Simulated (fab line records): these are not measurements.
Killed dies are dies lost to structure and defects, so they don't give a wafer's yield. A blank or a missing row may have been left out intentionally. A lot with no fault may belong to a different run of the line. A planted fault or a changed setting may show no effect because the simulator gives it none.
Which tool is to blame?    flow gf180mcu    route of 602 steps, sampled at 1 step: 12 lots, 36 wafers

WHAT EACH GAUGE READ, for each wafer
GF_V2_RS_MEAS_24: measurement is done with a four-point probe.
lot   measured      on             V2_W_RS (ohm/sq)
L075  day 21 01:36  film_metro-04  0.326 0.326 0.329
L076  day 21 14:16  film_metro-04  0.321 0.327 0.321
L079  day 22 10:37  film_metro-04  0.323 0.322 0.328
L081  day 23 04:20  film_metro-02  0.336 0.327 0.334
L083  day 23 19:32  film_metro-02  0.325 0.329 0.328
L085  day 24 13:03  film_metro-04  0.333 0.337 0.327
L087  day 25 05:21  film_metro-04  0.323 0.328 0.328
L089  day 25 15:40  film_metro-04  0.332 0.329 0.331
L091  day 26 13:58  film_metro-03  0.339 0.333 0.336
L093  day 26 18:30  film_metro-02  0.319 0.325 0.328
L095  day 28 04:36  film_metro-02  0.323 0.332 0.332
L097  day 28 08:32  film_metro-02  0.322 0.321 0.324

TOOL THAT RAN EACH LOT (tool first, then ch and the chambers of the sampled wafers, then the start)
Record: no process step prior to these readings.

THE ANSWER, worked out from the rows above alone
Rule: the lots themselves supply what counts as usual. The widest of any qualifying gaps counts: lots, ordered by their means at a reading, are off when they make up no more than a third of the lots, leave a main group of 4 or more, and stand apart from it by 3 or more times the standard deviation of that group's means. A main group is skipped when, at the precision printed for the reading in the tables above, its means are all equal. A lot without any number at a reading at which 4 lots or more have one is off too. All remaining lots with rows at the step are treated as sound.
Across all readings shown, no lot is off: no conclusion can be drawn from this.

WHAT THE SIMULATOR HAD PUT IN
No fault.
